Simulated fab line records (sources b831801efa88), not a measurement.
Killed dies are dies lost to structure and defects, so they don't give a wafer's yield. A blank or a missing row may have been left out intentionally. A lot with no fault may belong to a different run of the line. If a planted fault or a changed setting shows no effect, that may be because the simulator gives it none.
Struck lot and sound lot, side by side | flow sky130 | 44 steps out of a route of 708
Sound: wafers L796.4, L796.5, L796.6. Wafers struck: L804.4, L804.6. The cause is given at the end.
Each step with rows lists, per side, the tool, then ch with its chambers, then its first start. Under that, the readings that differ: sound wafers | struck wafers | difference of the means | sigmas: that difference in standard deviations of wafers without a fault.
alike: readings with means less than 2 such deviations apart, plus words and numbers identical on both sides. not compared: withheld readings, readings lacking a value on some wafer, bounds such as >300 that could conceal the same value, and numbers that have no deviation in the record and whose values overlap.
The two part at a step that has a row with sigmas, a row that says differs or no value, or rows on one side only. Non-overlapping numbers with no deviation appear without sigmas and do not part them. Lack of a reading on every wafer of one side parts them only where that side has two or more wafers.

first, 2 steps without rows for these wafers: SKY_NWELL_IMPLANT_12; SKY_NWELL_IMPLANT_13.
SKY_NWELL_STRIP_14: strips in O2/N2.
  sound on plasma_asher-01 ch 0,1, day 5 21:43; struck on plasma_asher-01 ch 0,1, day 7 22:04
  reading                      | sound             | struck      | difference | sigmas
  strip_time_to_endpoint_s (s) | 36.76 36.76 36.71 | 37.08 37.08 | +0.34      | +3
  alike: drypump_motor_current_A, oes_product_au
  not compared: rf_hours_counter_h
SKY_NWELL_TW_MEAS_15:
  sound on film_metro-02, day 5 21:49; struck on film_metro-02, day 7 22:10
  alike: NWELL_TW
then, 7 steps without rows for these wafers: SKY_NWELL_DEHYDRATE_16 (time 60 s); SKY_NWELL_HMDS_17 (prime time 60 s); SKY_NWELL_COAT_18 (resist thk 3000 nm); SKY_NWELL_SOFTBAKE_19; SKY_NWELL_EXPOSE_20 (exposes mask NWM COMPLEMENT, target cd 840 nm); SKY_NWELL_PEB_21; SKY_NWELL_DEVELOP_22 (develop time 60 s).
SKY_NWELL_OVL_MEAS_23:
  sound on overlay-02, day 6 17:13; struck on overlay-01, day 8 19:29
  reading           | sound         | struck  | difference | sigmas
  NWELL_01_OVL (nm) | -0.4 -0.5 0.0 | 2.6 2.7 | +3.0       | +2
SKY_NWELL_IMPLANT_24:
  sound on implanter-02 ch 0, day 6 17:18; struck on implanter-04 ch 0, day 8 19:34
SKY_NWELL_STRIP_25: strips in O2/N2.
  sound on plasma_asher-04 ch 0,1, day 6 17:25; struck on plasma_asher-01 ch 0,1, day 8 19:41
  alike: drypump_motor_current_A, oes_product_au, strip_time_to_endpoint_s
  not compared: rf_hours_counter_h
SKY_NWELL_TW_MEAS_26:
  sound on film_metro-04, day 6 17:31; struck on film_metro-01, day 8 19:47
  alike: NWELL_2_TW
then, 1 step without rows for these wafers: SKY_NWELL_CLEAN_27 (cleans in SC1/SC2, time 150 s).
SKY_NWELL_RTA_28: time 30 s.
  sound on rtp_anneal-02 ch 0, day 6 17:38; struck on rtp_anneal-01 ch 0, day 8 19:55
  alike: lamp_power_pct, wafer_temp_C_max
SKY_NWELL_RS_MEAS_29: uses a four-point probe to measure.
  sound on film_metro-01, day 6 17:45; struck on film_metro-01, day 8 20:01
  alike: NWELL_RS
SKY_NWELL_RS_MEAS_31: uses a four-point probe to measure.
  sound on film_metro-01, day 6 17:59; struck on film_metro-01, day 8 20:16
  reading          | sound          | struck    | difference | sigmas
  PWDE_RS (ohm/sq) | 5265 5261 5257 | 5313 5306 | +48        | +3
then, 7 steps without rows for these wafers: SKY_VT_ADJUST_HVTP_DEHYDRATE_00 (time 60 s); SKY_VT_ADJUST_HVTP_HMDS_01 (prime time 60 s); SKY_VT_ADJUST_HVTP_COAT_02 (resist thk 1140 nm); SKY_VT_ADJUST_HVTP_SOFTBAKE_03 (time 60 s); SKY_VT_ADJUST_HVTP_EXPOSE_04 (exposes mask HVTPM, target cd 380 nm); SKY_VT_ADJUST_HVTP_PEB_05; SKY_VT_ADJUST_HVTP_DEVELOP_06 (develop time 60 s).
SKY_VT_ADJUST_HVTP_CD_MEAS_07: the cd target is 380 nm.
  sound on cd_sem-02, day 7 14:16; struck on cd_sem-02, day 9 17:46
  alike: cd_nm
SKY_VT_ADJUST_HVTP_OVL_MEAS_08:
  sound on overlay-01, day 7 14:21; struck on overlay-01, day 9 17:50
  alike: VT_ADJUST_HVTP_OVL
then, 1 step without rows for these wafers: SKY_VT_ADJUST_HVTP_IMPLANT_09.
SKY_VT_ADJUST_HVTP_STRIP_10: strips in O2/N2.
  sound on plasma_asher-03 ch 0,1, day 7 14:33; struck on plasma_asher-04 ch 0,1, day 9 18:03
  alike: drypump_motor_current_A, oes_product_au, strip_time_to_endpoint_s
  not compared: rf_hours_counter_h
SKY_VT_ADJUST_HVTP_TW_MEAS_11:
  sound on film_metro-03, day 7 14:38; struck on film_metro-01, day 9 18:08
  reading           | sound          | struck    | difference | sigmas
  VT_ADJUST_HVTP_TW | 1376 1373 1374 | 1343 1346 | -30        | -2
then, 7 steps without rows for these wafers: SKY_VT_ADJUST_LVTN_DEHYDRATE_00 (time 60 s); SKY_VT_ADJUST_LVTN_HMDS_01 (prime time 60 s); SKY_VT_ADJUST_LVTN_COAT_02 (resist thk 3000 nm); SKY_VT_ADJUST_LVTN_SOFTBAKE_03; SKY_VT_ADJUST_LVTN_EXPOSE_04 (exposes mask NWM COMPLEMENT LESS NATIVE, target cd 840 nm); SKY_VT_ADJUST_LVTN_PEB_05; SKY_VT_ADJUST_LVTN_DEVELOP_06 (develop time 60 s).
SKY_VT_ADJUST_LVTN_OVL_MEAS_07:
  sound on overlay-01, day 8 11:32; struck on overlay-02, day 10 16:23
  alike: VT_ADJUST_LVTN_OVL
then, 1 step without rows for these wafers: SKY_VT_ADJUST_LVTN_IMPLANT_08.
SKY_VT_ADJUST_LVTN_STRIP_09: strips in O2/N2.
  sound on plasma_asher-01 ch 0,1, day 8 11:44; struck on plasma_asher-01 ch 0,1, day 10 16:35
  alike: drypump_motor_current_A, oes_product_au, strip_time_to_endpoint_s
  not compared: rf_hours_counter_h
-- the record jumps here: 27 days lie between the struck wafers' starts before and after (it left off in module VT_ADJUST_LVTN and takes up again in module VIA1, whose first step shown is number 459 of the route) --
SKY_VIA1_THK_MEAS_01:
  sound on film_metro-01, day 35 06:45; struck on film_metro-01, day 38 00:50
  alike: VIA1_HDPCVD_THK
  not compared: hold
SKY_VIA1_CMP_02: polishes SiO2.
  sound on cmp-02 ch 0,2,3, day 35 06:53; struck on cmp-01 ch 1,3, day 38 02:14
  reading | sound | struck                                            | difference                   | sigmas
  hold    | - - - | await_dispo/1.2h/release await_dispo/1.2h/release | no value on the sound wafers |
  alike: motor_current_A, slurry_flow_ml_min
-- the record jumps here: 12 days lie between the struck wafers' starts before and after (it left off in module VIA1 and takes up again in module PAD_OPEN, whose first step shown is number 708 of the route) --
SKY_PAD_OPEN_PROBE_99:
  sound on prober-01, day 48 01:02; struck on prober-01, day 50 01:59
  reading                                          | sound             | struck      | difference | sigmas
  killed_at_M4_up                                  | 6 6 4             | 0 4         | -3         | -2
  killed_at_other                                  | 0 0 0             | 1 2         | +2         | +2
  model.etest.res_pwell_under_gate.rs_ohm_sq_range | 53.77 50.02 46.66 | 209.5 170.1 | +139.7     |
  alike: killed_at_M0_to_M3, killed_at_contacts, killed_at_front_end, killed_dies, killed_on_rim, killed_open, killed_short

## WHERE THEY PART
First at SKY_NWELL_STRIP_14; last, within this record, at SKY_PAD_OPEN_PROBE_99.

WHY: what the simulator had put in
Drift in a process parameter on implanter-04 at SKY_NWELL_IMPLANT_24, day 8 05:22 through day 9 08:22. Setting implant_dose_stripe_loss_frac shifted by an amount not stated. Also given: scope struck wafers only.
